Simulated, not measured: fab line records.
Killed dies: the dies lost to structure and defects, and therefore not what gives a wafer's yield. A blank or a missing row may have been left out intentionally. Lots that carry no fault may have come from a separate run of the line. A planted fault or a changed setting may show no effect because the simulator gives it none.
fab line records -- flow sfq_line
[record] lots = 6, wafers = 17, last_day = 85
route steps=325 shown C5@250 M6@251
lots that met no fault: from a run of the same line without faults
start_h: hours from the record's first day to the start of the lot's first wafer shown -- wait_h: time in hours since the lot's previous step -- " the same as in the row above -- L1.1+2: a single row standing in for several wafers -- - no value present, or no start provided -- * or withheld: withheld -- < > ~ a bound
route shown NAME@n: names a module that has steps shown in the file, with the first one's number in the route -- usual: mean and standard deviation over wafers with no fault -- same: alike in all rows -- chamber/n: place in a boat -- sites: each site's reading -- _std_site: the standard deviation of these -- _edge_site: mean of outer sites minus mean of inner sites -- radius_mm: for every site, how far away it sits from the centre of the wafer -- mask NAME#n: copy n -- behind: tool/chamber where the wafer was last shaped -- hold: cause of the lot's hold/its duration in hours/its outcome -- device: the n, p or np transistor that did not switch -- end of line: at the end of the route, the tests of the same wafers -- where a step has no rows: the recipe by itself -- killed: at the first sort, the dies lost to defects and structure; wafer yield is something else -- map: a wafer's dies, marking killed ones x, the rest . and places with no die _
set.NAME: the run value of the setting; set.NAME@STEP: its run value at that earlier step -- model.NAME: the simulator's own value behind a step, which no gauge read
lots seen at some steps along the route; tables by step, rows by wafer
services: when a tool's chamber went out of use (start_h, in hours from the record's first day, below 0 if earlier), for how many hours, and the reason
[[steps]]
[step SFQ_TRILAYER_C5_STRIP_SOLV_CLEAN_156]
[recipe] chemistry = NMP, temp_c = 70, time_s = 600
[step SFQ_TRILAYER_M6_DEP_PRE_CLEAN_158]
[recipe] gas = Ar, time_s = 22.5, bias_v = 250
[step SFQ_TRILAYER_M6_DEP_SPUTTER_157]
[recipe] material = Nb, base_pressure_pa = 1.33e-06, chamber_pressure_pa = 0.1333, substrate_temp_c = 20, target_thk_nm = 200, power_w = 2000, time_s = 133.3
[usual] throttle_valve_pct = 29.3/0.81
lot.wafer,tool,chamber,start_h,wait_h,throttle_valve_pct
L695.1,pvd_sputter-06,-,1503.36,0.0,27.8
L695.3,pvd_sputter-06,-,1503.36,0.0,29.6
L695.5,pvd_sputter-06,-,1503.36,0.0,30.2
L697.2,pvd_sputter-03,-,1512.42,0.0,29.8
L697.4,pvd_sputter-03,-,1512.42,0.0,29.1
L697.5,pvd_sputter-03,-,1512.42,0.0,29.9
L705.1,pvd_sputter-05,-,1572.15,0.0,28.8
L705.5,pvd_sputter-05,-,1572.15,0.0,28.6
L705.6,pvd_sputter-05,-,1572.15,0.0,29.8
L711.2,pvd_sputter-03,-,1595.76,0.0,30.5
L711.3,pvd_sputter-03,-,1595.76,0.0,28.9
L713.1,pvd_sputter-06,-,1598.16,0.0,29.9
L713.2,pvd_sputter-06,-,1598.16,0.0,29.2
L713.5,pvd_sputter-06,-,1598.16,0.0,30.1
L715.4,pvd_sputter-06,-,1608.90,0.0,29.7
L715.5,pvd_sputter-06,-,1608.90,0.0,29.7
L715.6,pvd_sputter-06,-,1608.90,0.0,29.2
[step SFQ_M6_RS_MEAS_938]
[recipe] thk_meas_gauge = four-point-probe, reads = Nb_of_TRILAYER_M6_DEP_SPUTTER_157
[usual] M6_NB_RS = 0.882/0.012
lot.wafer,tool,chamber,start_h,wait_h,M6_NB_RS[ohm/sq]
L695.1,film_metro-01,-,1503.45,0.0,0.865
L695.3,film_metro-01,-,1503.45,0.0,0.888
L695.5,film_metro-01,-,1503.45,0.0,0.894
L697.2,film_metro-02,-,1512.53,0.1,0.881
L697.4,film_metro-02,-,1512.53,0.1,0.874
L697.5,film_metro-02,-,1512.53,0.1,0.876
L705.1,film_metro-01,-,1572.24,0.0,0.895
L705.5,film_metro-01,-,1572.24,0.0,0.895
L705.6,film_metro-01,-,1572.24,0.0,0.879
L711.2,film_metro-02,-,1595.87,0.1,0.887
L711.3,film_metro-02,-,1595.87,0.1,0.887
L713.1,film_metro-04,-,1598.25,0.0,0.863
L713.2,film_metro-04,-,1598.25,0.0,0.880
L713.5,film_metro-04,-,1598.25,0.0,0.891
L715.4,film_metro-02,-,1609.05,0.1,0.856
L715.5,film_metro-02,-,1609.05,0.1,0.867
L715.6,film_metro-02,-,1609.05,0.1,0.885
[step SFQ_TRILAYER_M6_LITHO_COAT_164]
[recipe] resist = BARC, spin_rpm = 3000, resist_thk_nm = 62
[step SFQ_TRILAYER_M6_LITHO_COAT_159]
[recipe] resist = KrF, spin_rpm = 3000, resist_thk_nm = 600
[step SFQ_TRILAYER_M6_LITHO_SOFTBAKE_163]
[recipe] temp_c = withheld, time_s = withheld, resist = KrF
[step SFQ_TRILAYER_M6_LITHO_EXPOSE_160]
[recipe] mask_id = M6, na = 0.6, source_shape = conventional, sigma_outer = 0.65, target_cd_nm = 500, dose_mj = 14.4
[step SFQ_TRILAYER_M6_LITHO_PEB_162]
[recipe] peb_temp_c = 115, peb_time_s = 60, resist = KrF
[step SFQ_TRILAYER_M6_LITHO_DEVELOP_161]
[recipe] time_s = 60, resist = KrF
[step SFQ_M6_OVL_MEAS_940]
[usual] M6_OVL = -2/5.1
lot.wafer,tool,chamber,start_h,wait_h,M6_OVL[nm]
L695.1,overlay-02,-,1505.88,0.1,5
L695.3,overlay-02,-,1505.88,0.1,0
L695.5,overlay-02,-,1505.88,0.1,6
L697.2,overlay-02,-,1515.08,0.1,-1
L697.4,overlay-02,-,1515.08,0.1,-9
L697.5,overlay-02,-,1515.08,0.1,2
L705.1,overlay-01,-,1692.36,0.1,-6
L705.5,overlay-01,-,1692.36,0.1,-5
L705.6,overlay-01,-,1692.36,0.1,-7
L711.2,overlay-01,-,1709.16,0.1,-2
L711.3,overlay-01,-,1709.16,0.1,4
L713.1,overlay-02,-,1714.08,0.1,1
L713.2,overlay-02,-,1714.08,0.1,-3
L713.5,overlay-02,-,1714.08,0.1,4
L715.4,overlay-01,-,1716.50,0.1,2
L715.5,overlay-01,-,1716.50,0.1,-5
L715.6,overlay-01,-,1716.50,0.1,-10
[step SFQ_TRILAYER_M6_BARC_OPEN_METAL_ETCH_206]
[recipe] mask_material = PR, chemistry = O2, target_depth_nm = 125, target = BARC, icp_w = 600, bias_w = 80, pressure_mtorr = 10, time_s = 41.7
[usual] drypump_motor_current_A = 5.9/0.46, oes_product_au = 0.684/0.0044, run_length_s = 70.1/0.38
lot.wafer,tool,chamber,start_h,wait_h,drypump_motor_current_A,oes_product_au,rf_hours_counter_h,run_length_s,model.KrF_of_TRILAYER_M6_LITHO_COAT_159.thk_nm
L695.1,rie_metal-03,1,1505.91,0.0,6.6,0.690,132,69.8,525
L695.3,rie_metal-03,1,1505.91,0.0,6.6,0.679,-,69.9,523.3
L695.5,rie_metal-03,1,1505.91,0.0,6.6,0.685,-,70.1,522.9
L697.2,rie_metal-03,0,1515.11,0.0,6.3,0.679,45,70.4,522.1
L697.4,rie_metal-03,0,1515.11,0.0,6.2,0.681,-,70.6,522.6
L697.5,rie_metal-03,1,1515.11,0.0,6.6,0.690,-,69.8,519.8
L705.1,rie_metal-04,1,1692.39,0.0,5.5,0.688,86,69.2,521.8
L705.5,rie_metal-04,0,1692.39,0.0,5.7,0.684,-,70.2,524.8
L705.6,rie_metal-04,1,1692.39,0.0,5.6,0.687,-,69.2,520.1
L711.2,rie_metal-03,1,1709.19,0.0,6.5,0.845,6,59.7,535.7
L711.3,rie_metal-03,1,1709.19,0.0,6.6,0.679,-,69.9,522.5
L713.1,rie_metal-03,0,1714.12,0.0,6.2,0.681,72,70.5,522.2
L713.2,rie_metal-03,1,1714.12,0.0,6.6,0.848,6,60.1,534.6
L713.5,rie_metal-03,0,1714.12,0.0,6.2,0.686,-,70.1,525.1
L715.4,rie_metal-01,1,1716.54,0.0,5.3,0.675,-,70.3,521.9
L715.5,rie_metal-01,1,1716.54,0.0,5.3,0.685,-,70.0,524.2
L715.6,rie_metal-01,0,1716.54,0.0,5.6,0.684,-,70.0,521.5
[step SFQ_TRILAYER_M6_ETCH_METAL_ETCH_162]
[recipe] target = Nb, stop_on = SiO2, mask_material = PR, chemistry = Cl2/Ar, target_depth_nm = 240, icp_w = 600, bias_w = 80, pressure_mtorr = 10, time_s = 120
[usual] drypump_motor_current_A = 5.9/0.46, oes_product_au = 0.898/0.0089, run_length_s = 148.4/0.38
lot.wafer,tool,chamber,start_h,wait_h,drypump_motor_current_A,oes_product_au,rf_hours_counter_h,run_length_s,model.KrF_of_TRILAYER_M6_LITHO_COAT_159.thk_nm
L695.1,rie_metal-03,1,1505.97,0.0,6.5,0.908,132,148.5,382.6
L695.3,rie_metal-03,1,1505.97,0.0,6.5,0.899,-,148.3,381.3
L695.5,rie_metal-03,1,1505.97,0.0,6.6,0.887,-,148.1,381.8
L697.2,rie_metal-03,0,1515.17,0.0,6.2,0.902,45,148.5,381
L697.4,rie_metal-03,0,1515.17,0.0,6.2,0.896,-,149.0,380.8
L697.5,rie_metal-03,1,1515.17,0.0,6.6,0.897,-,147.9,379.4
L705.1,rie_metal-04,1,1692.45,0.0,5.5,0.890,86,147.7,383.1
L705.5,rie_metal-04,0,1692.45,0.0,5.7,0.886,-,148.4,388.3
L705.6,rie_metal-04,1,1692.45,0.0,5.6,0.887,-,147.4,380.9
L711.2,rie_metal-03,1,1709.25,0.0,6.5,0.902,6,148.0,394.3
L711.3,rie_metal-03,1,1709.25,0.0,6.6,0.896,-,147.8,381
L713.1,rie_metal-03,0,1714.18,0.0,6.2,0.911,72,148.4,384.7
L713.2,rie_metal-03,1,1714.18,0.0,6.6,0.903,6,148.2,391.8
L713.5,rie_metal-03,0,1714.18,0.0,6.2,0.894,-,148.5,386.2
L715.4,rie_metal-01,1,1716.62,0.1,5.3,0.922,-,148.3,385.2
L715.5,rie_metal-01,1,1716.62,0.1,5.3,0.904,-,148.7,387.4
L715.6,rie_metal-01,0,1716.62,0.1,5.6,0.893,-,148.6,377.5
[step SFQ_TRILAYER_M6_STRIP_STRIP_163]
[recipe] gas = O2, power_w = 200, platen_temp_c = 40, overash_fraction = 0.65, chemistry = O2, pressure_mtorr = 50
[usual] drypump_motor_current_A = 5.9/0.46, oes_product_au = 0.995/0.013
lot.wafer,tool,chamber,start_h,wait_h,drypump_motor_current_A,oes_product_au,rf_hours_counter_h
L695.1,rie_metal-03,1,1506.10,0.1,6.5,0.998,132
L695.3,rie_metal-03,1,1506.10,0.1,6.7,0.997,-
L695.5,rie_metal-03,1,1506.10,0.1,6.6,1.003,-
L697.2,rie_metal-03,0,1515.30,0.1,6.2,1.006,45
L697.4,rie_metal-03,0,1515.30,0.1,6.2,0.989,-
L697.5,rie_metal-03,1,1515.30,0.1,6.6,1.001,-
L705.1,rie_metal-04,1,1692.58,0.1,5.5,0.999,86
L705.5,rie_metal-04,0,1692.58,0.1,5.7,0.975,-
L705.6,rie_metal-04,1,1692.58,0.1,5.6,0.999,-
L711.2,rie_metal-03,1,1709.38,0.1,6.6,1.002,6
L711.3,rie_metal-03,1,1709.38,0.1,6.6,1.004,-
L713.1,rie_metal-03,0,1714.30,0.1,6.2,0.991,72
L713.2,rie_metal-03,1,1714.30,0.1,6.5,1.013,6
L713.5,rie_metal-03,0,1714.30,0.1,6.3,0.989,-
L715.4,rie_metal-01,1,1716.90,0.2,5.3,0.978,-
L715.5,rie_metal-01,1,1716.90,0.2,5.3,0.978,-
L715.6,rie_metal-01,0,1716.90,0.2,5.6,1.014,-
[[services]]
tool,chamber,start_h,hours,kind
pvd_sputter-05,-,1484.40,2.7,repair
pvd_sputter-05,3,1523.04,-,consumable_replace:kit
pvd_sputter-05,3,1523.04,18.0,scheduled_down
pvd_sputter-05,3,1523.04,18.0,vent_cycle
rie_metal-04,-,1542.24,14.6,pm
rie_metal-03,0,1555.44,6.7,repair
pvd_sputter-03,-,1562.74,6.2,repair
rie_metal-03,1,1566.50,1.8,repair
pvd_sputter-03,-,1570.17,0.9,repair
pvd_sputter-05,-,1580.75,10.1,repair
pvd_sputter-05,-,1599.61,3.8,repair
rie_metal-03,-,1611.13,14.6,pm
rie_metal-03,1,1634.76,-,clean
rie_metal-03,1,1634.76,-,consumable_replace:focus_ring
rie_metal-03,1,1634.76,23.6,scheduled_down
rie_metal-03,1,1634.76,23.6,vent_cycle
rie_metal-03,-,1641.04,2.8,pm
pvd_sputter-06,-,1684.52,4.4,repair
pvd_sputter-06,-,1690.57,13.2,repair
rie_metal-04,-,1702.26,0.6,repair
pvd_sputter-05,-,1702.45,1.7,repair
rie_metal-04,1,1703.46,21.6,repair
pvd_sputter-06,-,1713.89,10.1,repair
pvd_sputter-03,-,1714.19,3.8,repair
[[key]]
[first_sign] step = SFQ_TRILAYER_M6_BARC_OPEN_METAL_ETCH_206, reading = oes_product_au, direction = up, sigmas = 37, usual = 0.684, struck = 0.846
[effect] step = SFQ_TRILAYER_M6_BARC_OPEN_METAL_ETCH_206, reading = run_length_s, direction = down, sigmas = 27, usual = *, struck = *
[model_effect] step = SFQ_TRILAYER_M6_BARC_OPEN_METAL_ETCH_206, value = KrF_of_TRILAYER_M6_LITHO_COAT_159.thk_nm, without = 522.8, struck = 535.2
[model_effect] step = SFQ_TRILAYER_M6_ETCH_METAL_ETCH_162, value = KrF_of_TRILAYER_M6_LITHO_COAT_159.thk_nm, without = 380.7, struck = 393.1
met_at SFQ_TRILAYER_M6_BARC_OPEN_METAL_ETCH_206
struck_wafers L711.2,L713.2
onset_between 1515.11 1709.19
[fault] kind = process_parameter_drift, tool = rie_metal-03, chamber = -, onset_h = 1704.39, steps = SFQ_TRILAYER_M6_BARC_OPEN_METAL_ETCH_206, channel = time_s, offset = *, shape = step, end_h = 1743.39, scope = struck_wafers_only, acts_in = *, stated = *
